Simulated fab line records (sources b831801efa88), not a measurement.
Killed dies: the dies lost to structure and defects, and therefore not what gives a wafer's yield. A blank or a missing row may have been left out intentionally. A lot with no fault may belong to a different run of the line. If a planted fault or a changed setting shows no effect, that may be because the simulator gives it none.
fab line records | flow gf180mcu
record lots=5 wafers=15 last-day=33
route steps=602 shown V5@542 TOP_METAL@567
lots that met no fault: taken from a fault-free run of the same line
start-h: hours from the record's opening day to when the first of the lot's shown wafers began | wait-h: hours from the lot's prior step to this one | " same as the row above | L1.1+2: a single row standing in for several wafers | - no value present, or no start provided | * or withheld: withheld | < > ~ a bound
route shown NAME@n: names a module that has steps shown in the file, with the first one's number in the route | usual: the fault-free wafers' mean and standard deviation | same: alike in all rows | chamber/n: place in a boat | sites: readings site by site | _std_site: the values' standard deviation | _edge_site: mean of outer sites minus mean of inner sites | radius-mm: how far each site lies from the wafer's centre | mask NAME#n: copy n | behind: the most recent tool/chamber to have shaped the wafer | hold: cause of the lot's hold/its duration in hours/its outcome | device: whichever transistor did not switch (one of n, p or np) | end of line: tests run on the same wafers once the route is complete | a step without rows: its recipe alone | killed: the dies lost at the first sort to structure and to defects; this is not the yield of the wafer | map: a wafer's dies, x killed, . not, _ none there
set.NAME: setting as actually run; set.NAME@STEP: the setting as run at that earlier step | model.NAME: the simulator's own value behind a step, which no gauge read
lots seen at some steps along the route; tables by step, rows by wafer
services: when a tool's chamber went out of use (start-h, in hours from the record's first day, below 0 if earlier), for how many hours, and the reason
## steps
# step GF_V5_CVD_02
# recipe material=SiO2 target-thk-nm=1450 precursor=TEOS temp-c=400 time-s=163.28 rf-w=600
# usual heater-power-outer-w=361/77 heater-power-w=618/120 rf-fwd-power-W=598.1/1.9
# same time-s=163.28
# columns lot.wafer tool chamber start-h wait-h heater-power-outer-w heater-power-w rf-fwd-power-W
L079.1 pecvd-04 2 644.90 0.1 343 571 596.4
L079.2 " 1 " " 288 488 599.7
L079.6 " 1 " " 220 408 597.7
L080.2 pecvd-04 1 651.48 0.0 256 453 598.0
L080.3 " 0 " " 384 686 596.5
L080.6 " 1 " " 299 504 597.7
L083.3 pecvd-04 1 678.42 0.0 289 487 601.1
L083.4 " 0 " " 458 770 597.8
L083.5 " 2 " " 296 516 595.1
L088.3 pecvd-01 1 710.34 0.0 534 910 598.2
L088.4 " 2 " " 377 620 600.3
L088.5 " 0 " " 407 678 599.7
L091.2 pecvd-04 2 730.02 0.0 367 608 597.0
L091.5 " 2 " " 408 666 598.5
L091.6 " 0 " " 424 721 598.7
# step GF_V5_THK_MEAS_03
# recipe reads=SiO2_of_V5_CVD_02
# usual V5_CVD_02_THK=1452/17
# columns lot.wafer tool chamber start-h wait-h V5_CVD_02_THK[nm]
L079.1 film-metro-01 - 645.04 0.1 1446
L079.2 " - " " 1448
L079.6 " - " " 1468
L080.2 film-metro-01 - 651.59 0.1 1457
L080.3 " - " " 1440
L080.6 " - " " 1448
L083.3 film-metro-04 - 678.54 0.1 1444
L083.4 " - " " 1458
L083.5 " - " " 1467
L088.3 film-metro-04 - 710.46 0.1 1434
L088.4 " - " " 1477
L088.5 " - " " 1477
L091.2 film-metro-03 - 730.13 0.1 1437
L091.5 " - " " 1468
L091.6 " - " " 1484
# step GF_V5_CMP_04
# recipe material=SiO2 down-force-psi=4 platen-rpm=60 pad-velocity-m-s=0.94248
# usual motor-current-A=11.5/1
# columns lot.wafer tool chamber start-h wait-h motor-current-A
L079.2 cmp-01 3 645.15 0.1 10.2
L079.1 " 0 " " 10.3
L079.6 " 2 " " 13.0
L080.3 cmp-01 0 651.64 0.0 10.5
L080.2 " 1 " " 12.3
L080.6 " 1 " " 11.5
L083.3 cmp-01 2 678.58 0.0 12.1
L083.4 " 3 " " 10.4
L083.5 " 3 " " 10.0
L088.3 cmp-01 3 710.55 0.1 10.2
L088.4 " 1 " " 11.7
L088.5 " 2 " " 12.6
L091.2 cmp-02 2 730.28 0.1 12.8
L091.6 " 0 " " 11.0
L091.5 " 1 " " 11.6
# step GF_V5_BOW_MEAS_05
# recipe mode=bow
# usual V5_BOW=133/11
# columns lot.wafer tool chamber start-h wait-h V5_BOW[um]
L079.1 film-metro-01 - 645.40 0.1 145
L079.2 " - " " 146
L079.6 " - " " 147
L080.2 film-metro-01 - 651.96 0.2 138
L080.3 " - " " 130
L080.6 " - " " 136
L083.3 film-metro-03 - 678.92 0.3 123
L083.4 " - " " 124
L083.5 " - " " 116
L088.3 film-metro-03 - 710.84 0.2 135
L088.4 " - " " 107
L088.5 " - " " 118
L091.2 film-metro-04 - 730.50 0.2 140
L091.5 " - " " 149
L091.6 " - " " 126
# step GF_V5_DEHYDRATE_06
# recipe temp-c=200 time-s=60
# usual heater-power-total-W=160.37/0.11
# same time-s=60
# columns lot.wafer tool chamber start-h wait-h heater-power-total-W
L079.1 litho-track-03 0 654.79 9.4 160.39
L079.2 " 0 " " 160.44
L079.6 " 0 " " 160.27
L080.2 litho-track-03 0 661.71 9.7 160.26
L080.3 " 0 " " 160.50
L080.6 " 0 " " 160.57
L083.3 litho-track-02 0 687.89 9.0 160.41
L083.4 " 0 " " 160.33
L083.5 " 0 " " 160.45
L088.3 litho-track-03 0 718.99 8.1 160.23
L088.4 " 0 " " 160.40
L088.5 " 0 " " 160.22
L091.2 litho-track-02 0 738.72 8.2 160.38
L091.5 " 0 " " 160.16
L091.6 " 0 " " 160.47
# step GF_V5_HMDS_07
# recipe prime-time-s=60 prime-temp-c=120
# columns lot.wafer tool chamber start-h wait-h
L079.1+2+6 litho-track-03 0 654.94 0.1
L080.2+3+6 litho-track-03 0 661.86 0.1
L083.3+4+5 litho-track-02 0 688.04 0.1
L088.3+4+5 litho-track-03 0 719.14 0.1
L091.2+5+6 litho-track-02 0 738.87 0.1
# step GF_V5_COAT_08
# recipe resist=BARC temp-c=withheld time-s=withheld spin-rpm=withheld resist-thk-nm=withheld
# columns lot.wafer tool chamber start-h wait-h
L079.1+2+6 litho-track-03 0 655.09 0.1
L080.2+3+6 litho-track-03 0 662.01 0.1
L083.3+4+5 litho-track-02 0 688.19 0.1
L088.3+4+5 litho-track-03 0 719.29 0.1
L091.2+5+6 litho-track-02 0 739.02 0.1
# step GF_V5_COAT_09
# recipe resist=KrF spin-rpm=withheld resist-thk-nm=1000
# columns lot.wafer tool chamber start-h wait-h
L079.1+2+6 litho-track-03 0 - -
L080.2+3+6 litho-track-03 0 - -
L083.3+4+5 litho-track-02 0 - -
L088.3+4+5 litho-track-03 0 - -
L091.2+5+6 litho-track-02 0 - -
# step GF_V5_SOFTBAKE_10
# recipe temp-c=130 time-s=60 resist=KrF
# usual heater-power-total-W=93.05/0.068
# same time-s=60
# columns lot.wafer tool chamber start-h wait-h heater-power-total-W
L079.1 litho-track-03 0 - - 93.04
L079.2 " 0 " " 92.90
L079.6 " 0 " " 93.12
L080.2 litho-track-03 0 - - 92.99
L080.3 " 0 " " 92.92
L080.6 " 0 " " 92.96
L083.3 litho-track-02 0 - - 93.02
L083.4 " 0 " " 93.01
L083.5 " 0 " " 93.04
L088.3 litho-track-03 0 - - 93.02
L088.4 " 0 " " 92.99
L088.5 " 0 " " 92.93
L091.2 litho-track-02 0 - - 93.12
L091.5 " 0 " " 93.09
L091.6 " 0 " " 93.01
# step GF_V5_EXPOSE_11
# recipe mask-id=Via5 target-cd-nm=260 na=0.68 source-shape=conventional sigma-outer=0.6 dose-mj=38
# same sigma-outer=0.6
# columns lot.wafer tool chamber start-h wait-h mask
L079.1+2+6 krf-scanner-02 0 - - Via5#0
L080.2+3+6 krf-scanner-02 0 - - Via5#0
L083.3+4+5 krf-scanner-01 0 - - Via5#0
L088.3+4+5 krf-scanner-02 0 - - Via5#0
L091.2+5+6 krf-scanner-01 0 - - Via5#0
# step GF_V5_PEB_12
# recipe peb-temp-c=135 peb-time-s=90 resist=KrF
# usual heater-power-total-W=85.70/0.085
# columns lot.wafer tool chamber start-h wait-h heater-power-total-W
L079.1 litho-track-03 0 - - 85.77
L079.2 " 0 " " 85.78
L079.6 " 0 " " 85.62
L080.2 litho-track-02 0 - - 85.72
L080.3 " 0 " " 85.64
L080.6 " 0 " " 85.57
L083.3 litho-track-04 0 - - 85.57
L083.4 " 0 " " 85.86
L083.5 " 0 " " 85.63
L088.3 litho-track-03 0 - - 85.61
L088.4 " 0 " " 85.71
L088.5 " 0 " " 85.61
L091.2 litho-track-02 0 - - 85.60
L091.5 " 0 " " 85.48
L091.6 " 0 " " 85.77
# step GF_V5_DEVELOP_13
# recipe develop-time-s=60 resist=KrF dev-temp-c=21
# columns lot.wafer tool chamber start-h wait-h
L079.1+2+6 litho-track-03 0 664.99 0.2
L080.2+3+6 litho-track-02 0 671.77 0.2
L083.3+4+5 litho-track-04 0 697.43 0.1
L088.3+4+5 litho-track-03 0 728.44 0.1
L091.2+5+6 litho-track-02 0 747.37 0.2
# step GF_V5_CD_MEAS_14
# recipe target-cd-nm=260
# usual cd-nm=260.2/0.97
# columns lot.wafer tool chamber start-h wait-h cd-nm
L079.1 cd-sem-02 - 665.14 0.1 260.2
L079.2 " - " " 260.6
L079.6 " - " " 259.1
L080.2 cd-sem-02 - 671.91 0.1 260.7
L080.3 " - " " 260.1
L080.6 " - " " 261.5
L083.3 cd-sem-02 - 697.57 0.1 260.7
L083.4 " - " " 261.5
L083.5 " - " " 261.8
L088.3 cd-sem-02 - 728.58 0.1 260.7
L088.4 " - " " 259.8
L088.5 " - " " 261.0
L091.2 cd-sem-02 - 747.51 0.1 259.2
L091.5 " - " " 258.8
L091.6 " - " " 259.5
# step GF_V5_OVL_MEAS_15
# usual V5_OVL=0/5.6
# columns lot.wafer tool chamber start-h wait-h V5_OVL[nm]
L079.1 overlay-01 - 665.26 0.1 6
L079.2 " - " " -5
L079.6 " - " " -4
L080.2 overlay-01 - 672.02 0.1 0
L080.3 " - " " -4
L080.6 " - " " 2
L083.3 overlay-02 - 697.66 0.1 -3
L083.4 " - " " 1
L083.5 " - " " -8
L088.3 overlay-02 - 728.67 0.1 -8
L088.4 " - " " -12
L088.5 " - " " -4
L091.2 overlay-02 - 747.62 0.1 -2
L091.5 " - " " -10
L091.6 " - " " 1
# step GF_V5_ETCH_16
# recipe chemistry=N2/H2 target-depth-a=withheld overetch-a=withheld time-s=withheld target=BARC ion-energy-ev=200 source-w=500 bias-w=100 pressure-mtorr=30 n2-flow-sccm=100 h2-flow-sccm=200
# usual drypump-motor-current-A=5.3/0.36 oes-product-au=0.855/0.005 rf-fwd-power-W=494.9/2.4 throttle-valve-pct=13.224/0.0088
# columns lot.wafer tool chamber start-h wait-h drypump-motor-current-A oes-product-au rf-fwd-power-W throttle-valve-pct
L079.1 rie-diel-03 0 665.29 0.0 5.5 0.847 497.1 13.239
L079.2 " 3 " " 5.4 0.863 495.2 13.213
L079.6 " 3 " " 5.4 0.859 495.2 13.221
L080.2 rie-diel-03 0 672.05 0.0 5.6 0.864 497.8 13.222
L080.3 " 1 " " 5.0 0.863 492.7 13.225
L080.6 " 0 " " 5.5 0.857 496.9 13.219
L083.3 rie-diel-04 0 697.68 0.0 4.9 0.854 494.1 13.224
L083.4 " 3 " " 5.8 0.858 494.8 13.224
L083.5 " 0 " " 4.9 0.859 491.9 13.214
L088.3 rie-diel-02 3 728.69 0.0 5.1 0.849 496.3 13.231
L088.4 " 1 " " 5.8 0.852 496.4 13.235
L088.5 " 2 " " 6.0 0.861 496.3 13.229
L091.2 rie-diel-02 0 747.65 0.0 5.3 0.855 498.0 13.232
L091.5 " 0 " " 5.3 0.858 496.4 13.225
L091.6 " 3 " " 5.1 0.857 494.6 13.224
# step GF_V5_ETCH_17
# recipe chemistry=C4F8/O2/Ar mask-material=KrF target=SiO2 stop-on=TiN source-w=1500 bias-w=1200 pressure-mtorr=40 c4f8-flow-sccm=withheld O2_flow_sccm=6 Ar_flow_sccm=300 time-s=withheld target-depth-a=8550
# usual oes-product-au=0.859/0.0047 rf-fwd-power-W=1494/5
# columns lot.wafer tool chamber start-h wait-h oes-product-au rf-fwd-power-W
L079.1 rie-diel-03 0 - - 0.854 1502
L079.2 " 3 " " 0.859 1506
L079.6 " 3 " " 0.852 1494
L080.2 rie-diel-03 0 - - 0.856 1496
L080.3 " 1 " " 0.857 1497
L080.6 " 0 " " 0.854 1498
L083.3 rie-diel-04 0 - - 0.857 1492
L083.4 " 3 " " 0.865 1483
L083.5 " 0 " " 0.871 1492
L088.3 rie-diel-02 3 - - 0.861 1506
L088.4 " 1 " " 0.863 1489
L088.5 " 2 " " 0.858 1493
L091.2 rie-diel-02 0 - - 0.858 1497
L091.5 " 0 " " 0.862 1492
L091.6 " 3 " " 0.864 1502
# step GF_V5_STRIP_18
# recipe chemistry=O2/N2 power-w=1400 pressure-mtorr=1500 platen-temp-c=250 o2-flow-sccm=3000 n2-flow-sccm=300 overash-fraction=0.5
# usual drypump-motor-current-A=5.3/0.37 heater-power-w=356/38 o2-flow-sccm=3000/8 oes-product-au=0.569/0.0047
# columns lot.wafer tool chamber start-h wait-h drypump-motor-current-A heater-power-w o2-flow-sccm oes-product-au rf-hours-counter-h
L079.1 plasma-asher-01 1 665.45 - 5.4 408 2991 0.576 25
L079.2 " 0 " " 5.1 296 3002 0.559 25
L079.6 " 1 " " 5.4 412 2996 0.572 -
L080.2 plasma-asher-01 0 672.20 - 5.1 299 2988 0.567 25
L080.3 " 0 " " 5.1 307 3000 0.568 -
L080.6 " 1 " " 5.4 409 2996 0.572 -
L083.3 plasma-asher-04 1 697.87 - 5.0 368 3003 0.570 -
L083.4 " 0 " " 4.9 339 2998 0.565 -
L083.5 " 0 " " 4.9 337 2999 0.571 -
L088.3 plasma-asher-04 0 728.88 - 4.9 335 3010 0.570 -
L088.4 " 1 " " 5.0 385 3006 0.573 -
L088.5 " 0 " " 4.9 340 2999 0.569 -
L091.2 plasma-asher-01 1 747.80 - 5.4 404 3011 0.565 33
L091.5 " 0 " " 5.1 302 2989 0.569 -
L091.6 " 1 " " 5.4 404 3003 0.570 -
# step GF_V5_STRIP_19
# recipe chemistry=post-etch-residue-remover time-s=1200 temp-c=72.5
# same time-s=1200
# columns lot.wafer tool chamber start-h wait-h
L079.1+2+6 wet-bench-01 0 665.55 0.1
L080.2+3+6 wet-bench-03 2 672.30 0.1
L083.3+4+5 wet-bench-03 1 697.93 0.0
L088.3+4+5 wet-bench-03 1 728.95 0.0
L091.2+5+6 wet-bench-02 3 747.90 0.1
# step GF_V5_CLEAN_20
# recipe chemistry=DIW dry=n2-spin
# columns lot.wafer tool chamber start-h wait-h
L079.1+2+6 wet-bench-03 0 665.89 0.0
L080.2+3+6 wet-bench-01 2 672.65 0.0
L083.3+4+5 wet-bench-01 1 698.31 0.0
L088.3+4+5 wet-bench-02 0 729.29 0.0
L091.2+5+6 wet-bench-01 2 748.28 0.0
# step GF_V5_SPUTTER_21
# recipe material=Ti target-thk-nm=15 chamber-pressure-pa=5 power-w=2500 substrate-temp-c=200 time-s=80.02
# usual throttle-valve-pct=30.3/0.95
# same time-s=80.02
# columns lot.wafer tool chamber start-h wait-h throttle-valve-pct
L079.1 pvd-sputter-04 - 665.99 0.0 31.0
L079.2 " - " " 31.1
L079.6 " - " " 27.5
L080.2 pvd-sputter-02 - 672.74 0.0 30.8
L080.3 " - " " 29.9
L080.6 " - " " 30.7
L083.3 pvd-sputter-02 - 698.40 0.0 30.0
L083.4 " - " " 30.8
L083.5 " - " " 31.1
L088.3 pvd-sputter-01 - 729.38 0.0 30.2
L088.4 " - " " 30.9
L088.5 " - " " 30.0
L091.2 pvd-sputter-02 - 748.37 0.0 30.7
L091.5 " - " " 30.9
L091.6 " - " " 30.5
# step GF_V5_SPUTTER_22
# recipe material=TiN target-thk-nm=10 chamber-pressure-pa=5 power-w=4000 time-s=40
# usual throttle-valve-pct=30.3/0.95
# same time-s=40
# columns lot.wafer tool chamber start-h wait-h throttle-valve-pct
L079.1 pvd-sputter-04 - 666.05 0.0 30.8
L079.2 " - " " 31.1
L079.6 " - " " 27.7
L080.2 pvd-sputter-02 - 672.80 0.0 30.2
L080.3 " - " " 29.7
L080.6 " - " " 31.1
L083.3 pvd-sputter-02 - 698.46 0.0 29.6
L083.4 " - " " 31.0
L083.5 " - " " 31.1
L088.3 pvd-sputter-01 - 729.44 0.0 30.5
L088.4 " - " " 31.1
L088.5 " - " " 30.5
L091.2 pvd-sputter-02 - 748.43 0.0 31.1
L091.5 " - " " 31.0
L091.6 " - " " 30.7
# step GF_V5_CVD_23
# recipe material=W target-thk-nm=350 time-s=104.9 temp-c=400 pressure-torr=40
# usual chamber-pressure-Torr=40.02/0.085 heater-power-outer-w=449/39 heater-power-w=747/57
# same time-s=104.9
# columns lot.wafer tool chamber start-h wait-h chamber-pressure-Torr heater-power-outer-w heater-power-w
L079.1 cvd-w-02 0 666.09 0.0 39.86 519 851
L079.2 " 1 " " 39.97 474 770
L079.6 " 1 " " 39.99 472 793
L080.2 cvd-w-02 0 672.84 0.0 39.92 522 839
L080.3 " 0 " " 39.85 525 823
L080.6 " 1 " " 40.06 468 756
L083.3 cvd-w-01 1 698.54 0.1 39.98 428 741
L083.4 " 0 " " 40.02 422 679
L083.5 " 0 " " 39.99 414 702
L088.3 cvd-w-02 1 729.52 0.1 39.95 476 795
L088.4 " 0 " " 39.97 522 853
L088.5 " 0 " " 39.84 511 853
L091.2 cvd-w-01 1 748.47 0.0 40.05 437 741
L091.5 " 0 " " 40.11 416 691
L091.6 " 1 " " 40.06 445 720
# step GF_V5_RS_MEAS_24
# recipe thk-meas-gauge=four-point-probe reads=W_of_V5_CVD_23+TiN_of_V5_SPUTTER_22+Ti_of_V5_SPUTTER_21
# usual V5_W_RS=0.3288/0.0026
# columns lot.wafer tool chamber start-h wait-h V5_W_RS[ohm/sq]
L079.1 film-metro-03 - 666.20 0.1 0.3260
L079.2 " - " " 0.3280
L079.6 " - " " 0.3293
L080.2 film-metro-04 - 672.97 0.1 0.3274
L080.3 " - " " 0.3263
L080.6 " - " " 0.3256
L083.3 film-metro-04 - 698.65 0.1 0.3300
L083.4 " - " " 0.3263
L083.5 " - " " 0.3259
L088.3 film-metro-03 - 729.63 0.1 0.3314
L088.4 " - " " 0.3317
L088.5 " - " " 0.3297
L091.2 film-metro-01 - 748.60 0.1 0.3262
L091.5 " - " " 0.3286
L091.6 " - " " 0.3282
# step GF_V5_THK_MEAS_25
# recipe thk-meas-gauge=xrf reads=W_of_V5_CVD_23
# usual V5_W_THK=362/4.3
# columns lot.wafer tool chamber start-h wait-h V5_W_THK[nm]
L079.1 film-metro-03 - 666.32 0.1 367
L079.2 " - " " 367
L079.6 " - " " 366
L080.2 film-metro-04 - 673.08 0.1 367
L080.3 " - " " 367
L080.6 " - " " 366
L083.3 film-metro-04 - 698.75 0.1 360
L083.4 " - " " 363
L083.5 " - " " 365
L088.3 film-metro-03 - 729.73 0.1 357
L088.4 " - " " 358
L088.5 " - " " 360
L091.2 film-metro-01 - 748.71 0.1 365
L091.5 " - " " 364
L091.6 " - " " 363
# step GF_V5_CMP_26
# recipe stop-on=SiO2 down-force-psi=3.5 platen-rpm=60 t-overpolish-s=15 target-thk-nm=0 pad-velocity-m-s=0.94248
# usual motor-current-A=10.6/0.91 overpolish-run-s=14.999/0.0095 time-to-endpoint-s=84.5/2.8
# columns lot.wafer tool chamber start-h wait-h motor-current-A overpolish-run-s time-to-endpoint-s
L079.2 cmp-01 0 666.43 0.1 9.5 14.986 87.2
L079.1 " 2 " " 11.2 15.006 82.5
L079.6 " 0 " " 9.1 15.004 87.2
L080.3 cmp-02 0 673.18 0.1 10.2 15.010 90.6
L080.2 " 2 " " 11.5 15.008 87.0
L080.6 " 3 " " 10.1 14.997 89.9
L083.4 cmp-01 3 698.79 0.0 9.8 14.996 81.3
L083.3 " 0 " " 9.5 14.983 89.4
L083.5 " 0 " " 9.3 14.998 87.7
L088.3 cmp-01 3 729.87 0.1 9.3 14.997 81.3
L088.4 " 0 " " 9.6 15.005 85.4
L088.5 " 2 " " 10.9 14.996 83.4
L091.2 cmp-02 2 748.76 0.0 11.9 14.988 83.9
L091.5 " 2 " " 12.2 14.997 82.0
L091.6 " 3 " " 10.8 14.981 81.7
# step GF_TOP_METAL_SPUTTER_00
# recipe material=Ti target-thk-nm=37.5 arriving-ion-energy-ev=80 substrate-temp-c=200 chamber-pressure-pa=2 power-w=4000 time-s=150
# usual throttle-valve-pct=30.1/1.1
# same time-s=150
# columns lot.wafer tool chamber start-h wait-h throttle-valve-pct
L079.1 pvd-sputter-02 - 666.68 0.1 31.0
L079.2 " - " " 30.4
L079.6 " - " " 29.8
L080.2 pvd-sputter-04 - 673.43 0.1 30.8
L080.3 " - " " 30.7
L080.6 " - " " 31.2
L083.3 pvd-sputter-03 - 699.09 0.2 30.3
L083.4 " - " " 28.4
L083.5 " - " " 30.4
L088.3 pvd-sputter-02 - 730.07 0.1 31.0
L088.4 " - " " 30.9
L088.5 " - " " 30.6
L091.2 pvd-sputter-03 - 749.06 0.2 30.7
L091.5 " - " " 30.4
L091.6 " - " " 30.2
# step GF_TOP_METAL_SPUTTER_01
# recipe material=TiN target-thk-nm=30 power-w=6500 time-s=25 chamber-pressure-pa=0.4
# usual throttle-valve-pct=30.0/1.1
# same time-s=25
# columns lot.wafer tool chamber start-h wait-h throttle-valve-pct
L079.1 pvd-sputter-02 - 666.78 0.1 30.9
L079.2 " - " " 30.3
L079.6 " - " " 29.6
L080.2 pvd-sputter-04 - 673.53 0.1 31.0
L080.3 " - " " 30.6
L080.6 " - " " 30.9
L083.3 pvd-sputter-03 - 699.19 0.1 30.1
L083.4 " - " " 28.8
L083.5 " - " " 30.5
L088.3 pvd-sputter-02 - 730.17 0.1 30.8
L088.4 " - " " 31.2
L088.5 " - " " 30.3
L091.2 pvd-sputter-03 - 749.16 0.1 30.5
L091.5 " - " " 30.4
L091.6 " - " " 30.3
# step GF_TOP_METAL_SPUTTER_02
# recipe material=AlCu target-thk-nm=900 power-w=10600 chamber-pressure-pa=0.3 substrate-temp-c=250 gas=Ar time-s=47.82
# usual throttle-valve-pct=30.0/1.1
# same time-s=47.82
# columns lot.wafer tool chamber start-h wait-h throttle-valve-pct
L079.1 pvd-sputter-02 - 666.81 0.0 31.0
L079.2 " - " " 30.5
L079.6 " - " " 29.7
L080.2 pvd-sputter-04 - 673.56 0.0 31.0
L080.3 " - " " 30.4
L080.6 " - " " 31.2
L083.3 pvd-sputter-03 - 699.22 0.0 30.4
L083.4 " - " " 28.7
L083.5 " - " " 30.1
L088.3 pvd-sputter-02 - 730.20 0.0 30.8
L088.4 " - " " 30.8
L088.5 " - " " 30.6
L091.2 pvd-sputter-03 - 749.19 0.0 30.6
L091.5 " - " " 30.2
L091.6 " - " " 30.2
# step GF_TOP_METAL_SPUTTER_03
# recipe material=Ti target-thk-nm=5 substrate-temp-c=300 chamber-pressure-pa=0.3 power-w=3000 time-s=3.3
# usual throttle-valve-pct=30.1/1.1
# same time-s=3.3
# columns lot.wafer tool chamber start-h wait-h throttle-valve-pct
L079.1 pvd-sputter-02 - 666.85 0.0 30.9
L079.2 " - " " 30.1
L079.6 " - " " 29.9
L080.2 pvd-sputter-04 - 673.60 0.0 30.7
L080.3 " - " " 30.8
L080.6 " - " " 31.1
L083.3 pvd-sputter-03 - 699.26 0.0 30.5
L083.4 " - " " 28.5
L083.5 " - " " 30.3
L088.3 pvd-sputter-02 - 730.24 0.0 30.7
L088.4 " - " " 30.9
L088.5 " - " " 30.5
L091.2 pvd-sputter-03 - 749.23 0.0 30.8
L091.5 " - " " 30.3
L091.6 " - " " 30.5
# step GF_TOP_METAL_SPUTTER_04
# recipe material=TiN target-thk-nm=25 power-w=6500 time-s=20.8 chamber-pressure-pa=0.4
# usual throttle-valve-pct=30.0/1.1
# same time-s=20.8
# columns lot.wafer tool chamber start-h wait-h throttle-valve-pct
L079.1 pvd-sputter-02 - 666.87 0.0 30.7
L079.2 " - " " 30.3
L079.6 " - " " 29.4
L080.2 pvd-sputter-04 - 673.62 0.0 30.9
L080.3 " - " " 30.6
L080.6 " - " " 30.9
L083.3 pvd-sputter-03 - 699.28 0.0 30.6
L083.4 " - " " 28.8
L083.5 " - " " 30.5
L088.3 pvd-sputter-02 - 730.26 0.0 30.5
L088.4 " - " " 31.0
L088.5 " - " " 30.3
L091.2 pvd-sputter-03 - 749.25 0.0 30.6
L091.5 " - " " 30.1
L091.6 " - " " 30.6
# step GF_TOP_METAL_RS_MEAS_05
# recipe thk-meas-gauge=four-point-probe reads=TiN_of_TOP_METAL_SPUTTER_04+Ti_of_TOP_METAL_SPUTTER_03+AlCu_of_TOP_METAL_SPUTTER_02+TiN_of_TOP_METAL_SPUTTER_01+Ti_of_TOP_METAL_SPUTTER_00
# usual TOP_METAL_ALCU_RS=0.03272/0.00027
# columns lot.wafer tool chamber start-h wait-h TOP_METAL_ALCU_RS[ohm/sq]
L079.1 film-metro-02 - 666.90 0.0 0.03249
L079.2 " - " " 0.03258
L079.6 " - " " 0.03236
L080.2 film-metro-04 - 673.67 0.0 0.03269
L080.3 " - " " 0.03296
L080.6 " - " " 0.03276
L083.3 film-metro-04 - 699.35 0.1 0.03253
L083.4 " - " " 0.03265
L083.5 " - " " 0.03233
L088.3 film-metro-02 - 730.33 0.1 0.03293
L088.4 " - " " 0.0327
L088.5 " - " " 0.03215
L091.2 film-metro-04 - 749.30 0.0 0.03325
L091.5 " - " " 0.03322
L091.6 " - " " 0.03288
# step GF_TOP_METAL_THK_MEAS_06
# recipe thk-meas-gauge=xrf reads=AlCu_of_TOP_METAL_SPUTTER_02
# usual TOP_METAL_ALCU_THK=880/7.3
# columns lot.wafer tool chamber start-h wait-h TOP_METAL_ALCU_THK[nm]
L079.1 film-metro-02 - 667.02 0.1 879
L079.2 " - " " 875
L079.6 " - " " 879
L080.2 film-metro-04 - 673.78 0.1 888
L080.3 " - " " 881
L080.6 " - " " 890
L083.3 film-metro-04 - 699.45 0.1 880
L083.4 " - " " 881
L083.5 " - " " 894
L088.3 film-metro-02 - 730.43 0.1 868
L088.4 " - " " 871
L088.5 " - " " 887
L091.2 film-metro-04 - 749.41 0.1 874
L091.5 " - " " 873
L091.6 " - " " 883
# step GF_TOP_METAL_DEHYDRATE_07
# recipe temp-c=200 time-s=60
# usual heater-power-total-W=160.38/0.13
# same time-s=60
# columns lot.wafer tool chamber start-h wait-h heater-power-total-W
L079.1 litho-track-01 0 675.79 8.8 160.19
L079.2 " 0 " " 160.38
L079.6 " 0 " " 160.55
L080.2 litho-track-02 0 682.97 9.2 160.18
L080.3 " 0 " " 160.51
L080.6 " 0 " " 160.36
L083.3 litho-track-01 0 708.04 8.6 160.41
L083.4 " 0 " " 160.24
L083.5 " 0 " " 160.38
L088.3 litho-track-04 0 738.33 7.9 160.24
L088.4 " 0 " " 160.42
L088.5 " 0 " " 160.49
L091.2 litho-track-02 0 756.92 7.5 160.21
L091.5 " 0 " " 160.46
L091.6 " 0 " " 160.40
## services
# columns tool chamber start-h hours kind
krf-scanner-01 - 625.31 1.3 pm
rie-diel-03 3 630.40 7.0 repair
pecvd-04 - 637.20 2.8 pm
rie-diel-04 - 639.22 0.8 repair
cmp-02 - 641.50 6.8 pm
rie-diel-02 - 643.35 0.3 repair
cvd-w-01 1 644.19 13.7 repair
cmp-01 - 656.34 1.5 repair
cvd-w-02 - 658.45 6.0 pm
plasma-asher-01 - 658.70 0.7 repair
cmp-01 - 661.97 0.4 repair
pvd-sputter-03 - 671.26 3.5 repair
cvd-w-01 0 674.70 9.5 repair
krf-scanner-02 - 679.75 0.8 pm
cmp-01 - 689.29 0.6 repair
krf-scanner-02 - 690.46 1.0 pm
cmp-02 - 695.19 5.2 pm
pvd-sputter-02 - 706.00 3.2 repair
rie-diel-03 - 713.53 0.7 repair
cmp-02 - 714.03 9.4 repair
krf-scanner-02 - 734.50 5.1 repair
plasma-asher-01 - 737.03 2.8 pm
rie-diel-03 - 737.84 14.6 pm
krf-scanner-02 - 743.62 12.4 repair
## key
fault none
